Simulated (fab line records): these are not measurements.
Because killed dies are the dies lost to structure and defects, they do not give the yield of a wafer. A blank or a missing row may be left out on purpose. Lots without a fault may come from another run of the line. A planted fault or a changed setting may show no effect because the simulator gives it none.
A single fault, viewed from 2 desks | flow gf180mcu | what lay behind the numbers comes last; until then each desk has only its own

== TOOL OWNER'S DESK, pecvd-04 ==
The tool's own readings at GF_SAB_CVD_00 (deposits SiO2 from TEOS, target thk 50 nm, time 4.9302 s): means of the sampled wafers that have a number, for each lot that ran on this tool. Any lot whose mean is over 4 standard deviations away from the usual mean is out of limits and marked OUT; that distance is given in the brackets.
Columns: A = heater power w at GF_SAB_CVD_00, usual 681 W
lot  | first seen here | A
L787 | day 14 11:32    | 707
L795 | day 16 23:12    | 707
L802 | day 19 23:47    | 640
L804 | day 20 10:35    | 693
L805 | day 20 19:58    | 632
This desk's finding: nothing out of limits on any of the 5 lots.

== AT THE METROLOGY DESK ==
What the gauges read for every lot (on any tool): the sampled wafers with a number, averaged. Any lot whose mean is over 4 standard deviations away from the usual mean is out of limits and marked OUT; that distance is given in the brackets.
Columns: A = cd nm at GF_POLY_GATE_CD_MEAS_10, usual 279.8 nm; B = HV_LDD_02_OVL at GF_HV_LDD_OVL_MEAS_32, usual -0.6 nm; C = SAB_CVD_00_THK at GF_SAB_THK_MEAS_01, usual 49.6 nm; D = M1_OVL at GF_M1_OVL_MEAS_15, usual 6 nm
lot  | first seen here | A     | B    | C               | D
L787 | day 9 10:25     | 281.5 | -0.4 | 49.9            | 4
L788 | day 9 14:32     | 280.9 | -1.9 | 49.9            | 2
L789 | day 9 23:25     | 278.8 | -0.6 | 49.7            | 4
L790 | day 10 00:55    | 279.7 | -1.8 | 49.4            | 3
L792 | day 10 17:43    | 279.0 | -0.7 | 50.8            | 3
L791 | day 10 18:01    | 278.5 | 0.2  | 49.3            | 3
L793 | day 10 22:40    | 277.5 | -0.6 | 49.5            | 13
L794 | day 11 08:23    | 280.0 | 1.0  | 49.2            | 10
L795 | day 11 12:58    | 279.3 | 0.0  | 49.3            | 9
L796 | day 12 02:22    | 279.8 | -1.2 | 49.3            | 3
L802 | day 13 22:44    | 280.9 | 2.2  | 49.9            | 4
L804 | day 14 10:23    | 280.2 | -0.1 | 45.5 (-6.2) OUT | 0
L805 | day 14 16:31    | 280.5 | -0.4 | 46.4 (-4.9) OUT | 13
L809 | day 15 21:35    | 280.3 | -1.4 | 50.0            | 13
This desk's finding: out of limits on L804, L805; first on L804, day 20 10:37 (SAB_CVD_00_THK at GF_SAB_THK_MEAS_01). L787, L788, L789, L790, L792, L791, L793, L794, L795, L796, L802, L809: within limits.

== PUT TOGETHER ==
On L804, L805, the metrology desk was in a position to raise an alarm at day 20 10:37.
The desk of the tool owner found nothing out of limits.
On record at the tool owner's desk: L804, L805, within its limits.
On pecvd-04, each named lot ran GF_SAB_CVD_00.

== WHAT HAD BEEN PUT IN BY THE SIMULATOR ==
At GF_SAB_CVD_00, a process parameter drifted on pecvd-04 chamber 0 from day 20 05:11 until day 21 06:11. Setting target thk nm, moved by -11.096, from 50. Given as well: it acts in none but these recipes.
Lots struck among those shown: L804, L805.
Delay in hours, fault start to first out-of-limits reading, per desk: metrology desk 5.
